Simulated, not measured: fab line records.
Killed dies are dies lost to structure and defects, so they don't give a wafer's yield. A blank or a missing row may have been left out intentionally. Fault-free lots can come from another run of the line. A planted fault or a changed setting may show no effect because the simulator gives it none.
What tool caused it? | flow gf180mcu | 14 lots with 42 wafers sampled at 3 steps, on a route of 602 steps

== WHAT THE GAUGES SHOWED, per wafer ==
GF_V5_RS_MEAS_24: a four-point-probe measurement.
lot  | measured     | on           | V5_W_RS (ohm/sq)
L684 | day 27 12:55 | filmMetro-01 | 0.328 0.320 0.318
L688 | day 28 15:46 | filmMetro-04 | 0.333 0.323 0.335
L689 | day 29 02:43 | filmMetro-03 | 0.329 0.323 0.323
L690 | day 29 08:08 | filmMetro-04 | 0.332 0.328 0.327
L691 | day 29 09:06 | filmMetro-01 | 0.320 0.332 0.322
L692 | day 29 21:16 | filmMetro-04 | 0.323 0.332 0.329
L694 | day 30 08:04 | filmMetro-03 | 0.330 0.327 0.327
L695 | day 30 18:22 | filmMetro-01 | 43.316 42.977 43.147
L696 | day 30 20:56 | filmMetro-04 | 45.021 44.956 44.612
L700 | day 31 21:38 | filmMetro-04 | 0.330 0.326 0.331
L704 | day 32 19:11 | filmMetro-01 | 0.328 0.319 0.329
L705 | day 32 22:17 | filmMetro-04 | 0.335 0.325 0.333
L706 | day 33 06:08 | filmMetro-04 | 0.336 0.328 0.332
L707 | day 33 11:55 | filmMetro-03 | 0.327 0.326 0.329

GF_V5_THK_MEAS_25: measures by xrf.
lot  | measured     | on           | V5_W_THK (nm)
L684 | day 27 13:01 | filmMetro-01 | 348 357 359
L688 | day 28 15:53 | filmMetro-04 | 335 347 332
L689 | day 29 02:49 | filmMetro-03 | 339 345 347
L690 | day 29 08:16 | filmMetro-04 | 334 338 338
L691 | day 29 09:12 | filmMetro-01 | 359 346 357
L692 | day 29 21:22 | filmMetro-04 | 342 335 335
L694 | day 30 08:10 | filmMetro-03 | 337 341 340
L695 | day 30 18:28 | filmMetro-01 | <0 <0 <0
L696 | day 30 21:01 | filmMetro-04 | - - <0
L700 | day 31 21:45 | filmMetro-04 | 344 348 341
L704 | day 32 19:17 | filmMetro-01 | 348 355 343
L705 | day 32 22:22 | filmMetro-04 | 331 343 335
L706 | day 33 06:15 | filmMetro-04 | 334 341 335
L707 | day 33 12:02 | filmMetro-03 | 343 344 343

== WHAT TOOL EACH LOT RAN ON (gives the tool, then ch and the chambers of the sampled wafers, and finally the start) ==
lot  | GF_V5_CVD_23
L684 | cvdW-02 ch 0,1, day 27 12:49
L688 | cvdW-01 ch 0,1, day 28 15:40
L689 | cvdW-01 ch 0,1, day 29 02:37
L690 | cvdW-01 ch 0,1, day 29 08:01
L691 | cvdW-01 ch 0,1, day 29 08:59
L692 | cvdW-01 ch 0,1, day 29 21:09
L694 | cvdW-01 ch 1, day 30 07:56
L695 | cvdW-01 ch 0,1, day 30 18:14
L696 | cvdW-01 ch 0,1, day 30 20:48
L700 | cvdW-01 ch 0,1, day 31 21:30
L704 | cvdW-02 ch 0,1, day 32 19:03
L705 | cvdW-01 ch 0,1, day 32 22:09
L706 | cvdW-01 ch 0,1, day 33 06:01
L707 | cvdW-02 ch 0,1, day 33 11:49
- GF_V5_CVD_23: deposits W, target thk 350 nm, time 104.9 s.

== AS READ BY THE TOOLS THEMSELVES (means over the sampled wafers that have a number; for cases with no such wafer, the mark the record gives instead) ==
GF_V5_CVD_23.
lot  | tool    | chamberPressureTorr (Torr) | heaterPowerOuterW (W) | heaterPowerW (W)
L684 | cvdW-02 | 39.90                      | 555                   | 874
L688 | cvdW-01 | 39.97                      | 537                   | 868
L689 | cvdW-01 | 39.97                      | 588                   | 947
L690 | cvdW-01 | 40.06                      | 584                   | 945
L691 | cvdW-01 | 39.96                      | 591                   | 958
L692 | cvdW-01 | 39.94                      | 532                   | 872
L694 | cvdW-01 | 40.12                      | 642                   | 1032
L695 | cvdW-01 | -                          | -                     | -
L696 | cvdW-01 | -                          | -                     | -
L700 | cvdW-01 | 40.04                      | 589                   | 946
L704 | cvdW-02 | 39.97                      | 577                   | 895
L705 | cvdW-01 | 40.08                      | 537                   | 860
L706 | cvdW-01 | 39.96                      | 538                   | 871
L707 | cvdW-02 | 39.98                      | 560                   | 905

== THE ANSWER, worked out from the rows above alone ==
Rule: the lots themselves supply what counts as usual. Put in order of their means at a reading, lots are off if they are a third of the lots or fewer, leave a main group of 4 or more, and stand apart from it by a gap of 3 or more times the standard deviation of the main group's means; of several such gaps the widest counts. The tables above print the reading to a certain number of digits; a main group whose means all agree to those digits is not used. A lot without any number at a reading at which 4 lots or more have one is off too. All remaining lots with rows at the step are treated as sound. After the gauges, taken in route order, come the tools' own readings; for these a lot's mean is taken, as printed above. The first step at which some lot is off is used, and at that step the reading that is off furthest; a lot without a number counts as furthest.
Off: at GF_V5_RS_MEAS_24 (V5_W_RS), L695, L696. Main group: mean 0.328 ohm/sq, sd 0.0028.
If a tool, at a process step before that reading, ran all the lots that are off and no sound lot after the first of them, it fits. Not tried: the gauges at GF_V5_RS_MEAS_24; whatever is off there is also off at GF_V5_CVD_23, on other tools, and gauge error can't account for it. Not one of the candidates tried fits.

== WHAT HAD BEEN PUT IN BY THE SIMULATOR ==
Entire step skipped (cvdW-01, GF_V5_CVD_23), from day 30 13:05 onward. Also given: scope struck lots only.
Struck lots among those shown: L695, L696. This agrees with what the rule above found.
